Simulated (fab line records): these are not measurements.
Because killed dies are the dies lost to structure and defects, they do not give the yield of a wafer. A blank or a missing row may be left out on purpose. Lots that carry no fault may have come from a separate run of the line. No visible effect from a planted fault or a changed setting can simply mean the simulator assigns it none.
fab line records || flow gf180mcu || part 2 of 2: steps 31 to 41 of 41
record: {"lots": 5, "wafers": 15, "last-day": 34}
route steps=602 shown HV_LDD@221 NSD@235 PSD@248
lots that met no fault: taken from a fault-free run of the same line
start-h: start of the lot's first displayed wafer, in hours after the record's first day || wait-h: how many hours have passed since the lot's step before this one || " identical to the entry in the row above || L1.1+2: several wafers, shown together as one row || - either no value or no given start || * or withheld: withheld || < > ~ a bound
route shown NAME@n: names a module that has steps shown in the file, with the first one's number in the route || usual: mean/standard deviation of fault-free wafers || same: alike in all rows || chamber/n: place in a boat || sites: readings site by site || _std_site: how widely they spread, as a standard deviation || _edge_site: inner sites' mean taken away from outer sites' mean || radius-mm: for every site, how far away it sits from the centre of the wafer || mask NAME#n: copy n || behind: tool/chamber where the wafer was last shaped || hold: reason for holding the lot/hours on hold/outcome of the hold || device: the transistor (n, p or np) that didn't switch || end of line: the same wafers' tests at the end of the route || step lacking rows: just its recipe || killed: not the wafer's yield, but the dies lost to structure and defects at the first sort || map: a wafer's dies, marking killed ones x, the rest . and places with no die _
set.NAME: the setting that was run; set.NAME@STEP: the one run at that earlier step || model.NAME: the simulator's own value behind a step, which no gauge read
lots seen at some steps along the route; tables by step, rows by wafer
services: the hour from which a tool's chamber was out of use, counted from the record's first day as start-h (under 0 if before that day), plus the number of hours and why
== steps ==
step: GF_PSD_SOFTBAKE_03
recipe: {"temp-c": 90, "time-s": 60, "resist": "NOVOLAK"}
{"lot.wafer": "L077.1+2+3", "tool": "litho-track-01", "chamber": 0, "start-h": 332.10, "wait-h": 0.1}
{"lot.wafer": "L084.1+2+6", "tool": "litho-track-04", "chamber": 0, "start-h": 389.42, "wait-h": 0.1}
{"lot.wafer": "L091.1+4+5", "tool": "litho-track-01", "chamber": 0, "start-h": 453.84, "wait-h": 0.1}
{"lot.wafer": "L092.2+3+6", "tool": "litho-track-01", "chamber": 0, "start-h": 460.02, "wait-h": 0.1}
{"lot.wafer": "L096.1+3+4", "tool": "litho-track-01", "chamber": 0, "start-h": 489.64, "wait-h": 0.1}
step: GF_PSD_EXPOSE_04
recipe: {"mask-id": "Pplus", "target-cd-nm": 400, "na": 0.6, "source-shape": "conventional", "sigma-outer": 0.6, "dose-mj": 140}
usual: {"reticle-temp-C": "23.02/0.12"}
{"lot.wafer": "L077.1", "tool": "iline-stepper-02", "chamber": 0, "start-h": "-", "wait-h": "-", "mask": "Pplus#0", "reticle-temp-C": 23.13}
{"lot.wafer": "L077.2", "tool": "iline-stepper-02", "chamber": 0, "start-h": "-", "wait-h": "-", "mask": "Pplus#0", "reticle-temp-C": 23.11}
{"lot.wafer": "L077.3", "tool": "iline-stepper-02", "chamber": 0, "start-h": "-", "wait-h": "-", "mask": "Pplus#0", "reticle-temp-C": 23.14}
{"lot.wafer": "L084.1", "tool": "iline-stepper-02", "chamber": 0, "start-h": "-", "wait-h": "-", "mask": "Pplus#0", "reticle-temp-C": 22.95}
{"lot.wafer": "L084.2", "tool": "iline-stepper-02", "chamber": 0, "start-h": "-", "wait-h": "-", "mask": "Pplus#0", "reticle-temp-C": 22.88}
{"lot.wafer": "L084.6", "tool": "iline-stepper-02", "chamber": 0, "start-h": "-", "wait-h": "-", "mask": "Pplus#0", "reticle-temp-C": 22.97}
{"lot.wafer": "L091.1", "tool": "iline-stepper-01", "chamber": 0, "start-h": "-", "wait-h": "-", "mask": "Pplus#0", "reticle-temp-C": 22.90}
{"lot.wafer": "L091.4", "tool": "iline-stepper-01", "chamber": 0, "start-h": "-", "wait-h": "-", "mask": "Pplus#0", "reticle-temp-C": 22.92}
{"lot.wafer": "L091.5", "tool": "iline-stepper-01", "chamber": 0, "start-h": "-", "wait-h": "-", "mask": "Pplus#0", "reticle-temp-C": 22.94}
{"lot.wafer": "L092.2", "tool": "iline-stepper-01", "chamber": 0, "start-h": "-", "wait-h": "-", "mask": "Pplus#0", "reticle-temp-C": 22.92}
{"lot.wafer": "L092.3", "tool": "iline-stepper-01", "chamber": 0, "start-h": "-", "wait-h": "-", "mask": "Pplus#0", "reticle-temp-C": 22.83}
{"lot.wafer": "L092.6", "tool": "iline-stepper-01", "chamber": 0, "start-h": "-", "wait-h": "-", "mask": "Pplus#0", "reticle-temp-C": 22.79}
{"lot.wafer": "L096.1", "tool": "iline-stepper-01", "chamber": 0, "start-h": "-", "wait-h": "-", "mask": "Pplus#0", "reticle-temp-C": 23.03}
{"lot.wafer": "L096.3", "tool": "iline-stepper-01", "chamber": 0, "start-h": "-", "wait-h": "-", "mask": "Pplus#0", "reticle-temp-C": 23.25}
{"lot.wafer": "L096.4", "tool": "iline-stepper-01", "chamber": 0, "start-h": "-", "wait-h": "-", "mask": "Pplus#0", "reticle-temp-C": 23.21}
step: GF_PSD_PEB_05
recipe: {"temp-c": "withheld", "time-s": "*", "resist": "NOVOLAK"}
{"lot.wafer": "L077.1+2+3", "tool": "litho-track-02", "chamber": 0, "start-h": "-", "wait-h": "-"}
{"lot.wafer": "L084.1+2+6", "tool": "litho-track-02", "chamber": 0, "start-h": "-", "wait-h": "-"}
{"lot.wafer": "L091.1+4+5", "tool": "litho-track-01", "chamber": 0, "start-h": "-", "wait-h": "-"}
{"lot.wafer": "L092.2+3+6", "tool": "litho-track-01", "chamber": 0, "start-h": "-", "wait-h": "-"}
{"lot.wafer": "L096.1+3+4", "tool": "litho-track-04", "chamber": 0, "start-h": "-", "wait-h": "-"}
step: GF_PSD_DEVELOP_06
recipe: {"develop-time-s": 60, "dev-temp-c": 23}
{"lot.wafer": "L077.1+2+3", "tool": "litho-track-02", "chamber": 0, "start-h": 342.74, "wait-h": 0.1}
{"lot.wafer": "L084.1+2+6", "tool": "litho-track-02", "chamber": 0, "start-h": 400.73, "wait-h": 0.1}
{"lot.wafer": "L091.1+4+5", "tool": "litho-track-01", "chamber": 0, "start-h": 465.09, "wait-h": 0.1}
{"lot.wafer": "L092.2+3+6", "tool": "litho-track-01", "chamber": 0, "start-h": 471.12, "wait-h": 0.1}
{"lot.wafer": "L096.1+3+4", "tool": "litho-track-04", "chamber": 0, "start-h": 501.67, "wait-h": 0.1}
step: GF_PSD_CD_MEAS_07
recipe: {"target-cd-nm": 400}
usual: {"cd-nm": "400.6/2.1"}
{"lot.wafer": "L077.1", "tool": "cd-sem-01", "chamber": "-", "start-h": 342.89, "wait-h": 0.1, "cd-nm": 398.7}
{"lot.wafer": "L077.2", "tool": "cd-sem-01", "chamber": "-", "start-h": 342.89, "wait-h": 0.1, "cd-nm": 400.1}
{"lot.wafer": "L077.3", "tool": "cd-sem-01", "chamber": "-", "start-h": 342.89, "wait-h": 0.1, "cd-nm": 399.0}
{"lot.wafer": "L084.1", "tool": "cd-sem-01", "chamber": "-", "start-h": 400.88, "wait-h": 0.1, "cd-nm": 400.3}
{"lot.wafer": "L084.2", "tool": "cd-sem-01", "chamber": "-", "start-h": 400.88, "wait-h": 0.1, "cd-nm": 400.9}
{"lot.wafer": "L084.6", "tool": "cd-sem-01", "chamber": "-", "start-h": 400.88, "wait-h": 0.1, "cd-nm": 401.8}
{"lot.wafer": "L091.1", "tool": "cd-sem-02", "chamber": "-", "start-h": 465.24, "wait-h": 0.1, "cd-nm": 401.8}
{"lot.wafer": "L091.4", "tool": "cd-sem-02", "chamber": "-", "start-h": 465.24, "wait-h": 0.1, "cd-nm": 403.1}
{"lot.wafer": "L091.5", "tool": "cd-sem-02", "chamber": "-", "start-h": 465.24, "wait-h": 0.1, "cd-nm": 402.8}
{"lot.wafer": "L092.2", "tool": "cd-sem-02", "chamber": "-", "start-h": 471.26, "wait-h": 0.1, "cd-nm": 401.8}
{"lot.wafer": "L092.3", "tool": "cd-sem-02", "chamber": "-", "start-h": 471.26, "wait-h": 0.1, "cd-nm": 402.2}
{"lot.wafer": "L092.6", "tool": "cd-sem-02", "chamber": "-", "start-h": 471.26, "wait-h": 0.1, "cd-nm": 401.8}
{"lot.wafer": "L096.1", "tool": "cd-sem-01", "chamber": "-", "start-h": 501.82, "wait-h": 0.1, "cd-nm": 402.1}
{"lot.wafer": "L096.3", "tool": "cd-sem-01", "chamber": "-", "start-h": 501.82, "wait-h": 0.1, "cd-nm": 401.9}
{"lot.wafer": "L096.4", "tool": "cd-sem-01", "chamber": "-", "start-h": 501.82, "wait-h": 0.1, "cd-nm": 401.4}
step: GF_PSD_OVL_MEAS_08
usual: {"PSD_OVL": "0.4/1.4"}
{"lot.wafer": "L077.1", "tool": "overlay-01", "chamber": "-", "start-h": 343.01, "wait-h": 0.1, "PSD_OVL[nm]": -1.8}
{"lot.wafer": "L077.2", "tool": "overlay-01", "chamber": "-", "start-h": 343.01, "wait-h": 0.1, "PSD_OVL[nm]": 1.5}
{"lot.wafer": "L077.3", "tool": "overlay-01", "chamber": "-", "start-h": 343.01, "wait-h": 0.1, "PSD_OVL[nm]": 0.4}
{"lot.wafer": "L084.1", "tool": "overlay-01", "chamber": "-", "start-h": 401.00, "wait-h": 0.1, "PSD_OVL[nm]": -0.1}
{"lot.wafer": "L084.2", "tool": "overlay-01", "chamber": "-", "start-h": 401.00, "wait-h": 0.1, "PSD_OVL[nm]": 0.1}
{"lot.wafer": "L084.6", "tool": "overlay-01", "chamber": "-", "start-h": 401.00, "wait-h": 0.1, "PSD_OVL[nm]": 1.1}
{"lot.wafer": "L091.1", "tool": "overlay-01", "chamber": "-", "start-h": 465.36, "wait-h": 0.1, "PSD_OVL[nm]": 1.2}
{"lot.wafer": "L091.4", "tool": "overlay-01", "chamber": "-", "start-h": 465.36, "wait-h": 0.1, "PSD_OVL[nm]": -0.3}
{"lot.wafer": "L091.5", "tool": "overlay-01", "chamber": "-", "start-h": 465.36, "wait-h": 0.1, "PSD_OVL[nm]": 1.4}
{"lot.wafer": "L092.2", "tool": "overlay-01", "chamber": "-", "start-h": 471.37, "wait-h": 0.1, "PSD_OVL[nm]": 2.4}
{"lot.wafer": "L092.3", "tool": "overlay-01", "chamber": "-", "start-h": 471.37, "wait-h": 0.1, "PSD_OVL[nm]": 1.4}
{"lot.wafer": "L092.6", "tool": "overlay-01", "chamber": "-", "start-h": 471.37, "wait-h": 0.1, "PSD_OVL[nm]": 2.4}
{"lot.wafer": "L096.1", "tool": "overlay-02", "chamber": "-", "start-h": 501.94, "wait-h": 0.1, "PSD_OVL[nm]": -1.0}
{"lot.wafer": "L096.3", "tool": "overlay-02", "chamber": "-", "start-h": 501.94, "wait-h": 0.1, "PSD_OVL[nm]": -1.1}
{"lot.wafer": "L096.4", "tool": "overlay-02", "chamber": "-", "start-h": 501.94, "wait-h": 0.1, "PSD_OVL[nm]": -1.3}
step: GF_PSD_IMPLANT_09
recipe: {"species": "BF2", "energy-kev": 40, "dose-cm2": 1.5e+15, "tilt-deg": 7}
{"lot.wafer": "L077.1+2+3", "tool": "implanter-04", "chamber": 0, "start-h": 343.04, "wait-h": 0.0}
{"lot.wafer": "L084.1+2+6", "tool": "implanter-02", "chamber": 0, "start-h": 401.04, "wait-h": 0.0}
{"lot.wafer": "L091.1+4+5", "tool": "implanter-01", "chamber": 0, "start-h": 465.40, "wait-h": 0.0}
{"lot.wafer": "L092.2+3+6", "tool": "implanter-02", "chamber": 0, "start-h": 471.42, "wait-h": 0.0}
{"lot.wafer": "L096.1+3+4", "tool": "implanter-01", "chamber": 0, "start-h": 501.97, "wait-h": 0.0}
step: GF_PSD_STRIP_10
recipe: {"chemistry": "O2/N2", "power-w": 1400, "pressure-mtorr": 1500, "platen-temp-c": 250, "o2-flow-sccm": 3000, "n2-flow-sccm": 300, "overash-fraction": 0.5}
usual: {"drypump-motor-current-A": "5.7/0.47", "heater-power-w": "333/22", "oes-product-au": "0.592/0.0044", "strip-time-to-endpoint-s": "16.53/0.039"}
{"lot.wafer": "L077.1", "tool": "plasma-asher-04", "chamber": 1, "start-h": 343.19, "wait-h": 0.1, "drypump-motor-current-A": 6.1, "heater-power-w": 348, "oes-product-au": 0.586, "rf-hours-counter-h": 57, "strip-time-to-endpoint-s": 16.52}
{"lot.wafer": "L077.2", "tool": "plasma-asher-04", "chamber": 0, "start-h": 343.19, "wait-h": 0.1, "drypump-motor-current-A": 5.9, "heater-power-w": 319, "oes-product-au": 0.594, "rf-hours-counter-h": 57, "strip-time-to-endpoint-s": 16.50}
{"lot.wafer": "L077.3", "tool": "plasma-asher-04", "chamber": 1, "start-h": 343.19, "wait-h": 0.1, "drypump-motor-current-A": 6.1, "heater-power-w": 348, "oes-product-au": 0.600, "rf-hours-counter-h": "-", "strip-time-to-endpoint-s": 16.52}
{"lot.wafer": "L084.1", "tool": "plasma-asher-02", "chamber": 1, "start-h": 401.19, "wait-h": 0.1, "drypump-motor-current-A": 5.2, "heater-power-w": 321, "oes-product-au": 0.596, "rf-hours-counter-h": 71, "strip-time-to-endpoint-s": 16.48}
{"lot.wafer": "L084.2", "tool": "plasma-asher-02", "chamber": 0, "start-h": 401.19, "wait-h": 0.1, "drypump-motor-current-A": 6.0, "heater-power-w": 341, "oes-product-au": 0.587, "rf-hours-counter-h": 71, "strip-time-to-endpoint-s": 16.48}
{"lot.wafer": "L084.6", "tool": "plasma-asher-02", "chamber": 0, "start-h": 401.19, "wait-h": 0.1, "drypump-motor-current-A": 5.9, "heater-power-w": 340, "oes-product-au": 0.587, "rf-hours-counter-h": "-", "strip-time-to-endpoint-s": 16.50}
{"lot.wafer": "L091.1", "tool": "plasma-asher-02", "chamber": 0, "start-h": 465.55, "wait-h": 0.1, "drypump-motor-current-A": 5.9, "heater-power-w": 338, "oes-product-au": 0.589, "rf-hours-counter-h": 78, "strip-time-to-endpoint-s": 16.51}
{"lot.wafer": "L091.4", "tool": "plasma-asher-02", "chamber": 0, "start-h": 465.55, "wait-h": 0.1, "drypump-motor-current-A": 5.9, "heater-power-w": 332, "oes-product-au": 0.591, "rf-hours-counter-h": "-", "strip-time-to-endpoint-s": 16.52}
{"lot.wafer": "L091.5", "tool": "plasma-asher-02", "chamber": 0, "start-h": 465.55, "wait-h": 0.1, "drypump-motor-current-A": 5.9, "heater-power-w": 343, "oes-product-au": 0.587, "rf-hours-counter-h": "-", "strip-time-to-endpoint-s": 16.56}
{"lot.wafer": "L092.2", "tool": "plasma-asher-04", "chamber": 1, "start-h": 471.55, "wait-h": 0.1, "drypump-motor-current-A": 6.2, "heater-power-w": 344, "oes-product-au": 0.590, "rf-hours-counter-h": 70, "strip-time-to-endpoint-s": 16.55}
{"lot.wafer": "L092.3", "tool": "plasma-asher-04", "chamber": 0, "start-h": 471.55, "wait-h": 0.1, "drypump-motor-current-A": 5.9, "heater-power-w": 325, "oes-product-au": 0.583, "rf-hours-counter-h": "-", "strip-time-to-endpoint-s": 16.54}
{"lot.wafer": "L092.6", "tool": "plasma-asher-04", "chamber": 1, "start-h": 471.55, "wait-h": 0.1, "drypump-motor-current-A": 6.1, "heater-power-w": 346, "oes-product-au": 0.589, "rf-hours-counter-h": "-", "strip-time-to-endpoint-s": 16.52}
{"lot.wafer": "L096.1", "tool": "plasma-asher-02", "chamber": 0, "start-h": 502.12, "wait-h": 0.1, "drypump-motor-current-A": 6.0, "heater-power-w": 345, "oes-product-au": 0.594, "rf-hours-counter-h": 82, "strip-time-to-endpoint-s": 16.55}
{"lot.wafer": "L096.3", "tool": "plasma-asher-02", "chamber": 1, "start-h": 502.12, "wait-h": 0.1, "drypump-motor-current-A": 5.2, "heater-power-w": 327, "oes-product-au": 0.591, "rf-hours-counter-h": "-", "strip-time-to-endpoint-s": 16.60}
{"lot.wafer": "L096.4", "tool": "plasma-asher-02", "chamber": 0, "start-h": 502.12, "wait-h": 0.1, "drypump-motor-current-A": 5.9, "heater-power-w": 346, "oes-product-au": 0.592, "rf-hours-counter-h": "-", "strip-time-to-endpoint-s": 16.57}
step: GF_PSD_TW_MEAS_11
usual: {"PSD_TW": "3149/25"}
{"lot.wafer": "L077.1", "tool": "film-metro-01", "chamber": "-", "start-h": 343.29, "wait-h": 0.1, "PSD_TW": 3138}
{"lot.wafer": "L077.2", "tool": "film-metro-01", "chamber": "-", "start-h": 343.29, "wait-h": 0.1, "PSD_TW": 3110}
{"lot.wafer": "L077.3", "tool": "film-metro-01", "chamber": "-", "start-h": 343.29, "wait-h": 0.1, "PSD_TW": 3129}
{"lot.wafer": "L084.1", "tool": "film-metro-02", "chamber": "-", "start-h": 401.29, "wait-h": 0.1, "PSD_TW": 3165}
{"lot.wafer": "L084.2", "tool": "film-metro-02", "chamber": "-", "start-h": 401.29, "wait-h": 0.1, "PSD_TW": 3160}
{"lot.wafer": "L084.6", "tool": "film-metro-02", "chamber": "-", "start-h": 401.29, "wait-h": 0.1, "PSD_TW": 3153}
{"lot.wafer": "L091.1", "tool": "film-metro-01", "chamber": "-", "start-h": 465.65, "wait-h": 0.1, "PSD_TW": 3145}
{"lot.wafer": "L091.4", "tool": "film-metro-01", "chamber": "-", "start-h": 465.65, "wait-h": 0.1, "PSD_TW": 3148}
{"lot.wafer": "L091.5", "tool": "film-metro-01", "chamber": "-", "start-h": 465.65, "wait-h": 0.1, "PSD_TW": 3135}
{"lot.wafer": "L092.2", "tool": "film-metro-01", "chamber": "-", "start-h": 471.77, "wait-h": 0.2, "PSD_TW": 3132}
{"lot.wafer": "L092.3", "tool": "film-metro-01", "chamber": "-", "start-h": 471.77, "wait-h": 0.2, "PSD_TW": 3131}
{"lot.wafer": "L092.6", "tool": "film-metro-01", "chamber": "-", "start-h": 471.77, "wait-h": 0.2, "PSD_TW": 3136}
{"lot.wafer": "L096.1", "tool": "film-metro-01", "chamber": "-", "start-h": 502.22, "wait-h": 0.1, "PSD_TW": 3132}
{"lot.wafer": "L096.3", "tool": "film-metro-01", "chamber": "-", "start-h": 502.22, "wait-h": 0.1, "PSD_TW": 3142}
{"lot.wafer": "L096.4", "tool": "film-metro-01", "chamber": "-", "start-h": 502.22, "wait-h": 0.1, "PSD_TW": 3124}
step: GF_PSD_CLEAN_12
recipe: {"chemistry": "SC1/SC2", "mix": "1:4:20", "temp-c": 70, "time-s": 150, "dry": "n2-spin"}
usual: {"bath-heat-duty-pct": "14.1/1.1", "temp-c": "69.99/0.12"}
{"lot.wafer": "L077.1", "tool": "wet-bench-03", "chamber": 1, "start-h": 343.35, "wait-h": 0.1, "bath-heat-duty-pct": 13.8, "temp-c": 69.90}
{"lot.wafer": "L077.2", "tool": "wet-bench-03", "chamber": 1, "start-h": 343.35, "wait-h": 0.1, "bath-heat-duty-pct": 13.6, "temp-c": 69.90}
{"lot.wafer": "L077.3", "tool": "wet-bench-03", "chamber": 1, "start-h": 343.35, "wait-h": 0.1, "bath-heat-duty-pct": 13.6, "temp-c": 69.65}
{"lot.wafer": "L084.1", "tool": "wet-bench-01", "chamber": 1, "start-h": 401.35, "wait-h": 0.1, "bath-heat-duty-pct": 14.7, "temp-c": 70.08}
{"lot.wafer": "L084.2", "tool": "wet-bench-01", "chamber": 1, "start-h": 401.35, "wait-h": 0.1, "bath-heat-duty-pct": 13.5, "temp-c": 70.15}
{"lot.wafer": "L084.6", "tool": "wet-bench-01", "chamber": 1, "start-h": 401.35, "wait-h": 0.1, "bath-heat-duty-pct": 14.2, "temp-c": 70.08}
{"lot.wafer": "L091.1", "tool": "wet-bench-03", "chamber": 0, "start-h": 465.71, "wait-h": 0.1, "bath-heat-duty-pct": 13.2, "temp-c": 69.95}
{"lot.wafer": "L091.4", "tool": "wet-bench-03", "chamber": 0, "start-h": 465.71, "wait-h": 0.1, "bath-heat-duty-pct": 13.1, "temp-c": 69.87}
{"lot.wafer": "L091.5", "tool": "wet-bench-03", "chamber": 0, "start-h": 465.71, "wait-h": 0.1, "bath-heat-duty-pct": 14.5, "temp-c": 70.02}
{"lot.wafer": "L092.2", "tool": "wet-bench-03", "chamber": 0, "start-h": 471.82, "wait-h": 0.0, "bath-heat-duty-pct": 14.4, "temp-c": 70.11}
{"lot.wafer": "L092.3", "tool": "wet-bench-03", "chamber": 0, "start-h": 471.82, "wait-h": 0.0, "bath-heat-duty-pct": 14.6, "temp-c": 70.05}
{"lot.wafer": "L092.6", "tool": "wet-bench-03", "chamber": 0, "start-h": 471.82, "wait-h": 0.0, "bath-heat-duty-pct": 14.4, "temp-c": 70.01}
{"lot.wafer": "L096.1", "tool": "wet-bench-03", "chamber": 0, "start-h": 502.28, "wait-h": 0.1, "bath-heat-duty-pct": 14.1, "temp-c": 70.04}
{"lot.wafer": "L096.3", "tool": "wet-bench-03", "chamber": 0, "start-h": 502.28, "wait-h": 0.1, "bath-heat-duty-pct": 14.1, "temp-c": 70.29}
{"lot.wafer": "L096.4", "tool": "wet-bench-03", "chamber": 0, "start-h": 502.28, "wait-h": 0.1, "bath-heat-duty-pct": 14.7, "temp-c": 70.00}
step: GF_PSD_RTA_13
recipe: {"temp-c": 1025, "time-s": 20, "ambient": "N2"}
usual: {"lamp-power-pct": "33.0/1.6", "wafer_temp_C_max": "1030.6/1.4"}
{"lot.wafer": "L077.1", "tool": "rtp-anneal-02", "chamber": 0, "start-h": 343.40, "wait-h": 0.0, "lamp-power-pct": 35.0, "wafer_temp_C_max": 1029.5}
{"lot.wafer": "L077.2", "tool": "rtp-anneal-02", "chamber": 0, "start-h": 343.40, "wait-h": 0.0, "lamp-power-pct": 35.0, "wafer_temp_C_max": 1028.3}
{"lot.wafer": "L077.3", "tool": "rtp-anneal-02", "chamber": 0, "start-h": 343.40, "wait-h": 0.0, "lamp-power-pct": 35.0, "wafer_temp_C_max": 1028.7}
{"lot.wafer": "L084.1", "tool": "rtp-anneal-01", "chamber": 0, "start-h": 401.40, "wait-h": 0.0, "lamp-power-pct": 31.8, "wafer_temp_C_max": 1029.7}
{"lot.wafer": "L084.2", "tool": "rtp-anneal-01", "chamber": 0, "start-h": 401.40, "wait-h": 0.0, "lamp-power-pct": 31.8, "wafer_temp_C_max": 1029.9}
{"lot.wafer": "L084.6", "tool": "rtp-anneal-01", "chamber": 0, "start-h": 401.40, "wait-h": 0.0, "lamp-power-pct": 31.8, "wafer_temp_C_max": 1032.3}
{"lot.wafer": "L091.1", "tool": "rtp-anneal-01", "chamber": 0, "start-h": 465.76, "wait-h": 0.0, "lamp-power-pct": 31.8, "wafer_temp_C_max": 1030.5}
{"lot.wafer": "L091.4", "tool": "rtp-anneal-01", "chamber": 0, "start-h": 465.76, "wait-h": 0.0, "lamp-power-pct": 31.8, "wafer_temp_C_max": 1033.5}
{"lot.wafer": "L091.5", "tool": "rtp-anneal-01", "chamber": 0, "start-h": 465.76, "wait-h": 0.0, "lamp-power-pct": 31.8, "wafer_temp_C_max": 1031.3}
{"lot.wafer": "L092.2", "tool": "rtp-anneal-01", "chamber": 0, "start-h": 471.88, "wait-h": 0.0, "lamp-power-pct": 31.7, "wafer_temp_C_max": 1031.7}
{"lot.wafer": "L092.3", "tool": "rtp-anneal-01", "chamber": 0, "start-h": 471.88, "wait-h": 0.0, "lamp-power-pct": 31.8, "wafer_temp_C_max": 1031.0}
{"lot.wafer": "L092.6", "tool": "rtp-anneal-01", "chamber": 0, "start-h": 471.88, "wait-h": 0.0, "lamp-power-pct": 31.8, "wafer_temp_C_max": 1030.4}
{"lot.wafer": "L096.1", "tool": "rtp-anneal-01", "chamber": 0, "start-h": 502.33, "wait-h": 0.0, "lamp-power-pct": 31.8, "wafer_temp_C_max": 1031.4}
{"lot.wafer": "L096.3", "tool": "rtp-anneal-01", "chamber": 0, "start-h": 502.33, "wait-h": 0.0, "lamp-power-pct": 31.8, "wafer_temp_C_max": 1032.0}
{"lot.wafer": "L096.4", "tool": "rtp-anneal-01", "chamber": 0, "start-h": 502.33, "wait-h": 0.0, "lamp-power-pct": 31.8, "wafer_temp_C_max": 1030.6}
== services ==
{"tool": "rtp-anneal-02", "chamber": "-", "start-h": 273.93, "hours": 5.5, "kind": "pm"}
{"tool": "plasma-asher-01", "chamber": "-", "start-h": 274.00, "hours": 14.6, "kind": "pm"}
{"tool": "iline-stepper-02", "chamber": "-", "start-h": 289.59, "hours": 1.7, "kind": "pm"}
{"tool": "plasma-asher-04", "chamber": "-", "start-h": 299.49, "hours": 2.8, "kind": "pm"}
{"tool": "implanter-01", "chamber": "-", "start-h": 302.69, "hours": 4.9, "kind": "pm"}
{"tool": "iline-stepper-01", "chamber": "-", "start-h": 312.23, "hours": 12.5, "kind": "repair"}
{"tool": "implanter-02", "chamber": "-", "start-h": 321.31, "hours": 4.9, "kind": "repair"}
{"tool": "plasma-asher-02", "chamber": "-", "start-h": 326.38, "hours": 0.4, "kind": "repair"}
{"tool": "iline-stepper-01", "chamber": "-", "start-h": 330.53, "hours": 9.7, "kind": "repair"}
{"tool": "implanter-03", "chamber": "-", "start-h": 333.71, "hours": 3.9, "kind": "pm"}
{"tool": "implanter-01", "chamber": "-", "start-h": 348.33, "hours": 2.8, "kind": "pm"}
{"tool": "rie-diel-01", "chamber": 0, "start-h": 350.46, "hours": 10.9, "kind": "repair"}
{"tool": "iline-stepper-01", "chamber": "-", "start-h": 364.16, "hours": 1.7, "kind": "pm"}
{"tool": "plasma-asher-02", "chamber": "-", "start-h": 374.90, "hours": 7.9, "kind": "repair"}
{"tool": "wet-bench-03", "chamber": "-", "start-h": 375.92, "hours": 1.9, "kind": "pm"}
{"tool": "lpcvd-02", "chamber": "-", "start-h": 403.43, "hours": 0.7, "kind": "repair"}
{"tool": "plasma-asher-01", "chamber": "-", "start-h": 421.25, "hours": 9.0, "kind": "pm"}
{"tool": "implanter-01", "chamber": "-", "start-h": 425.98, "hours": 1.7, "kind": "repair"}
{"tool": "lpcvd-02", "chamber": "-", "start-h": 438.88, "hours": 0.2, "kind": "repair"}
{"tool": "lpcvd-01", "chamber": "-", "start-h": 445.28, "hours": 2.8, "kind": "pm"}
{"tool": "implanter-03", "chamber": "-", "start-h": 445.60, "hours": 3.5, "kind": "repair"}
{"tool": "rtp-anneal-02", "chamber": "-", "start-h": 447.52, "hours": 55.9, "kind": "pm"}
{"tool": "implanter-03", "chamber": "-", "start-h": 482.21, "hours": 3.2, "kind": "repair"}
{"tool": "plasma-asher-04", "chamber": "-", "start-h": 492.97, "hours": 3.2, "kind": "repair"}
